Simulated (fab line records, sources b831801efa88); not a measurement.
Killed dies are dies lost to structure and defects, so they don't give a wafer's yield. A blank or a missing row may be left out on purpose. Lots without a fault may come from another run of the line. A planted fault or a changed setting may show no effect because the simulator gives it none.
Which tool did it? | flow sky130 | 14 lots, 42 wafers sampled, at 4 steps of a route of 708

WHAT THE GAUGES READ, wafer by wafer
SKY_PAD_OPEN_BOW_MEAS_13. Usual: PAD_OPEN_BOW 46 um, standard deviation 9.6.
lot  | measured     | on            | PAD_OPEN_BOW (um) | flag
L202 | day 45 19:01 | film_metro-03 | 45 42 48          |
L203 | day 45 23:07 | film_metro-03 | 30 29 29          |
L205 | day 46 10:40 | film_metro-04 | 49 39 62          |
L204 | day 46 12:29 | film_metro-01 | 30 35 38          |
L209 | day 48 04:05 | film_metro-01 | 51 48 37          |
L211 | day 48 06:05 | film_metro-01 | 38 51 49          |
L214 | day 48 15:37 | film_metro-01 | 52 57 51          |
L215 | day 49 01:47 | film_metro-04 | 42 49 53          |
L216 | day 49 03:51 | film_metro-04 | 44 53 45          |
L217 | day 49 05:55 | film_metro-03 | 38 34 38          |
L222 | day 50 04:35 | film_metro-04 | 47 40 47          |
L223 | day 50 12:31 | film_metro-03 | 53 55 43          |
L224 | day 50 15:23 | film_metro-03 | 41 49 49          |
L225 | day 50 20:07 | film_metro-03 | 59 46 56          |

WHICH TOOL RAN EACH LOT (tool, then ch and the chambers of the sampled wafers, then the start)
lot  | SKY_CONTACT_CLEAN_21            | SKY_METAL4_METAL_ETCH_18          | SKY_VIA4_ETCH_12
L202 | wet_bench-03 ch 2, day 31 18:03 | rie_metal-02 ch 0,1, day 41 18:46 | rie_diel-01 ch 2,3, day 42 19:43
L203 | wet_bench-02 ch 1, day 31 20:39 | rie_metal-02 ch 0,1, day 42 00:04 | rie_diel-04 ch 2,3, day 43 01:13
L205 | wet_bench-02 ch 2, day 32 12:57 | rie_metal-02 ch 0,1, day 42 12:40 | rie_diel-04 ch 0,1, day 43 12:42
L204 | wet_bench-03 ch 1, day 32 13:57 | rie_metal-04 ch 0, day 42 13:54   | rie_diel-04 ch 0,1,3, day 43 13:43
L209 | wet_bench-03 ch 0, day 34 17:33 | rie_metal-04 ch 0,1, day 44 10:31 | rie_diel-02 ch 0,1,2, day 45 09:49
L211 | wet_bench-03 ch 3, day 34 19:30 | rie_metal-03 ch 0, day 44 12:56   | rie_diel-02 ch 0,2,3, day 45 12:43
L214 | wet_bench-03 ch 0, day 35 11:50 | rie_metal-03 ch 0, day 45 03:12   | rie_diel-01 ch 0,2,3, day 46 01:25
L215 | wet_bench-03 ch 1, day 35 21:33 | rie_metal-04 ch 0,1, day 45 12:05 | rie_diel-02 ch 0,2, day 46 09:52
L216 | wet_bench-02 ch 0, day 36 04:12 | rie_metal-03 ch 0, day 45 16:13   | rie_diel-04 ch 0,1,2, day 46 13:37
L217 | wet_bench-02 ch 3, day 36 05:42 | rie_metal-03 ch 0, day 45 17:25   | rie_diel-01 ch 0,1,3, day 46 15:31
L222 | wet_bench-02 ch 1, day 37 18:03 | rie_metal-02 ch 0,1, day 46 21:40 | rie_diel-01 ch 0,3, day 47 18:52
L223 | wet_bench-02 ch 1, day 38 02:51 | rie_metal-04 ch 0,1, day 47 05:58 | rie_diel-04 ch 0,2,3, day 48 03:31
L224 | wet_bench-03 ch 3, day 38 10:08 | rie_metal-02 ch 0,1, day 47 10:53 | rie_diel-04 ch 1,2, day 48 07:58
L225 | wet_bench-02 ch 1, day 38 15:51 | rie_metal-02 ch 1, day 47 15:13   | rie_diel-04 ch 1,3, day 48 12:10
- SKY_CONTACT_CLEAN_21: cleans in IPA, time 180 s.
- SKY_METAL4_METAL_ETCH_18: etches the open film in Cl2/BCl3, stops on SiO2, target depth 845 nm, time 183.1 s.
- SKY_VIA4_ETCH_12: etches SiO2 in C4F8/O2/Ar, stops on TiN, target depth 580 nm.

WHAT THE TOOLS THEMSELVES READ (means of the sampled wafers that have a number; where no wafer has one, the mark that the record gives instead)
SKY_METAL4_METAL_ETCH_18. Usual: drypump_motor_current_A 5.8 A, standard deviation 0.48; oes_product_au 0.866 a.u., standard deviation 0.0077; throttle_valve_pct 22.264 %, standard deviation 0.0086.
lot  | tool         | drypump_motor_current_A (A) | oes_product_au (a.u.) | throttle_valve_pct (%) | flag
L202 | rie_metal-02 | 6.4                         | 0.874                 | 22.266                 |
L203 | rie_metal-02 | 6.4                         | 0.873                 | 22.259                 |
L205 | rie_metal-02 | 6.5                         | 0.870                 | 22.257                 |
L204 | rie_metal-04 | 5.6                         | 0.859                 | 22.262                 |
L209 | rie_metal-04 | 5.5                         | 0.860                 | 22.265                 |
L211 | rie_metal-03 | 5.8                         | 0.854                 | 22.262                 |
L214 | rie_metal-03 | 5.8                         | 0.858                 | 22.263                 |
L215 | rie_metal-04 | 5.4                         | 0.868                 | 22.260                 |
L216 | rie_metal-03 | 5.9                         | 0.865                 | 22.258                 |
L217 | rie_metal-03 | 5.9                         | 0.879                 | 22.258                 |
L222 | rie_metal-02 | 6.5                         | 0.867                 | 22.273                 |
L223 | rie_metal-04 | 5.3                         | 0.874                 | 22.265                 |
L224 | rie_metal-02 | 6.4                         | 0.872                 | 22.264                 |
L225 | rie_metal-02 | 6.7                         | 0.864                 | 22.260                 |

SKY_VIA4_ETCH_12. Usual: oes_product_au 0.925 a.u., standard deviation 0.0043.
lot  | tool        | oes_product_au (a.u.) | flag
L202 | rie_diel-01 | 0.927                 |
L203 | rie_diel-04 | 0.925                 |
L205 | rie_diel-04 | 0.922                 |
L204 | rie_diel-04 | 0.925                 |
L209 | rie_diel-02 | 0.927                 |
L211 | rie_diel-02 | 0.928                 |
L214 | rie_diel-01 | 0.923                 |
L215 | rie_diel-02 | 0.926                 |
L216 | rie_diel-04 | 0.927                 |
L217 | rie_diel-01 | 0.926                 |
L222 | rie_diel-01 | 0.923                 |
L223 | rie_diel-04 | 0.930                 |
L224 | rie_diel-04 | 0.921                 |
L225 | rie_diel-04 | 0.926                 |

THE ANSWER, worked out from the rows above alone
Rule: a lot is off if the mean of its wafers that have a number lies more than 3 standard deviations from the usual mean. A lot without any number at a reading at which 4 lots or more have one is off too. The other lots that the step has rows for count as sound. The gauges are gone through in route order, then the tools' own readings, and for those a lot's mean is taken as printed above. The first step at which some lot is off is used, and at that step the reading that is off furthest; a lot without a number counts as furthest.
No lot is off at any reading shown: from this, nothing can be told.

WHAT THE SIMULATOR HAD PUT IN
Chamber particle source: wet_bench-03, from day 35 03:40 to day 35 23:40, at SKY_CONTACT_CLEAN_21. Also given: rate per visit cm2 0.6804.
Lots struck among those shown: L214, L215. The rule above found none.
